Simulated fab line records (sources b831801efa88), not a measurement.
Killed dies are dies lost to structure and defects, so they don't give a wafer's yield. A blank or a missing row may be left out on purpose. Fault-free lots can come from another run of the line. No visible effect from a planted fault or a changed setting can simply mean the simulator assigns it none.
Comparing a struck lot with a sound one | flow sky130 | 43 steps out of a route of 708
Sound: wafers L103.3, L103.5, L103.6. The struck wafers were L994.2, L994.3, L994.4. The cause comes at the end.
At each step with rows: each side's tool, then ch and its chambers, then its first start. Under that, the readings that differ: sound wafers | struck wafers | difference of the means | sigmas: that difference in standard deviations of wafers without a fault.
alike: a reading whose means differ by less than 2 such deviations, as well as words and numbers matching on both sides. not compared: withheld readings; readings where some wafer has no value; bounds like >300 that might hide an equal value; numbers whose values overlap and for which the record gives no deviation.
Wherever a step has rows on one side only, a row that says differs or no value, or a row with sigmas, the two part there. When numbers do not overlap yet have no deviation, they are printed without sigmas and do not part them. A reading that every wafer of one side lacks parts them only if that side has two wafers or more.

SKY_SPACER_ETCHBACK_02: etches Si3N4 in CH3F/O2, stops on SiO2, time 46.7 s, target depth 45 nm.
  sound on rie diel-01 ch 1,2,3, day 29 05:34; struck on rie diel-04 ch 0,2,3, day 26 09:07
  alike: bias w, drypump motor current A, oes product au, throttle valve pct
  not compared: rf hours counter h
then, 8 steps without rows for these wafers: SKY_POLY_CUT_DEHYDRATE_00 (time 60 s); SKY_POLY_CUT_HMDS_01 (prime time 60 s); SKY_POLY_CUT_COAT_02 (resist thk 60 nm); SKY_POLY_CUT_COAT_03 (resist thk 450 nm); SKY_POLY_CUT_SOFTBAKE_04 (time 90 s); SKY_POLY_CUT_EXPOSE_05 (exposes mask NPCM, target cd 270 nm); SKY_POLY_CUT_PEB_06; SKY_POLY_CUT_DEVELOP_07 (develop time 60 s).
SKY_POLY_CUT_CD_MEAS_08: the cd target is 270 nm.
  sound: cd sem-01 at day 30 09:53; struck: cd sem-01 at day 27 14:01
  alike: cd nm
SKY_POLY_CUT_OVL_MEAS_09:
  sound: overlay-01 at day 30 09:59; struck: overlay-02 at day 27 14:08
  alike: POLY_CUT_OVL
SKY_POLY_CUT_ETCH_10: etches BARC in N2/H2, stops on SiO2, time 45.9 s, target depth 60 nm.
  sound on rie diel-03 ch 1,2, day 30 10:01; struck on rie diel-03 ch 1,2,3, day 27 14:10
  alike: bias w, drypump motor current A, oes product au, throttle valve pct
  not compared: rf hours counter h
SKY_POLY_CUT_ETCH_11: etches Si3N4 in CF4/CH2F2/Ar, stops on poly-Si, time 42.5 s, target depth 60 nm.
  sound on rie diel-03 ch 1,2, day 30 10:03; struck on rie diel-03 ch 1,2,3, day 27 14:12
  alike: bias w, drypump motor current A, oes product au, throttle valve pct
  not compared: rf hours counter h
SKY_POLY_CUT_STRIP_12: strips in O2/N2.
  sound on plasma asher-01 ch 0,1, day 30 10:08; struck on plasma asher-03 ch 0,1, day 27 14:14
  alike: drypump motor current A, o2 flow sccm, oes product au, strip time to endpoint s
  not compared: rf hours counter h
then, 7 steps without rows for these wafers: SKY_SD_P_DEHYDRATE_00 (time 60 s); SKY_SD_P_HMDS_01 (prime time 60 s); SKY_SD_P_COAT_02 (resist thk 1140 nm); SKY_SD_P_SOFTBAKE_03 (time 60 s); SKY_SD_P_EXPOSE_04 (exposes mask PSDM, target cd 380 nm); SKY_SD_P_PEB_05; SKY_SD_P_DEVELOP_06 (develop time 60 s).
SKY_SD_P_CD_MEAS_07: the cd target is 380 nm.
  sound: cd sem-01 at day 31 14:34; struck: cd sem-01 at day 28 20:01
  alike: cd nm
SKY_SD_P_OVL_MEAS_08:
  sound: overlay-01 at day 31 14:40; struck: overlay-01 at day 28 20:08
  alike: SD_P_OVL
then, 1 step without rows for these wafers: SKY_SD_P_IMPLANT_09.
SKY_SD_P_STRIP_10: strips in O2/N2.
  sound on plasma asher-03 ch 0,1, day 31 14:52; struck on plasma asher-03 ch 0,1, day 28 20:19
  alike: drypump motor current A, o2 flow sccm, oes product au, strip time to endpoint s
  not compared: rf hours counter h
SKY_SD_P_TW_MEAS_11:
  sound: film metro-02 at day 31 14:58; struck: film metro-04 at day 28 20:25
  alike: SD_P_TW
then, 8 steps without rows for these wafers: SKY_RES_XHIGH_DEHYDRATE_00 (time 60 s); SKY_RES_XHIGH_HMDS_01 (prime time 60 s); SKY_RES_XHIGH_COAT_02 (resist thk 1140 nm); SKY_RES_XHIGH_SOFTBAKE_03 (time 60 s); SKY_RES_XHIGH_EXPOSE_04 (exposes mask URPM, target cd 1270 nm); SKY_RES_XHIGH_PEB_05; SKY_RES_XHIGH_DEVELOP_06 (develop time 60 s); SKY_RES_XHIGH_IMPLANT_07.
SKY_RES_XHIGH_STRIP_08: strips in O2/N2.
  sound on plasma asher-01 ch 0,1, day 32 18:27; struck on plasma asher-03 ch 0,1, day 30 00:19
  alike: drypump motor current A, o2 flow sccm, oes product au, strip time to endpoint s
  not compared: rf hours counter h
SKY_RES_XHIGH_TW_MEAS_09:
  sound: film metro-04 at day 32 18:32; struck: film metro-02 at day 30 00:25
  alike: RES_XHIGH_TW
then, 6 steps without rows for these wafers: SKY_SD_N_DEHYDRATE_00 (time 60 s); SKY_SD_N_HMDS_01 (prime time 60 s); SKY_SD_N_COAT_02 (resist thk 1140 nm); SKY_SD_N_SOFTBAKE_03 (time 60 s); SKY_SD_N_EXPOSE_04 (exposes mask NSDM, target cd 380 nm); SKY_SD_N_PEB_05.
-- here the record skips 18 days between the struck wafers' starts before and after, leaving off in module SD_N and picking up in module PAD_OPEN (first step shown: number 708 of the route) --
SKY_PAD_OPEN_PROBE_99:
  sound: prober-02 at day 49 22:23; struck: prober-01 at day 48 04:29
  reading             | sound    | struck                                                                     | difference                   | sigmas
  hold                | - - -    | await dispo/2.6h/release await dispo/2.6h/release await dispo/2.6h/release | no value on the sound wafers |
  killed at front end | 21 18 18 | 81 80 79                                                                   | +61                          | +14
  killed dies         | 91 82 89 | 152 138 138                                                                | +55                          | +6
  alike: killed_at_M0_to_M3, killed_at_M4_up, killed at contacts, killed at other, killed open, killed short

WHERE THEY PART
SKY_PAD_OPEN_PROBE_99 only, going by this record.

WHY: what the simulator had put in
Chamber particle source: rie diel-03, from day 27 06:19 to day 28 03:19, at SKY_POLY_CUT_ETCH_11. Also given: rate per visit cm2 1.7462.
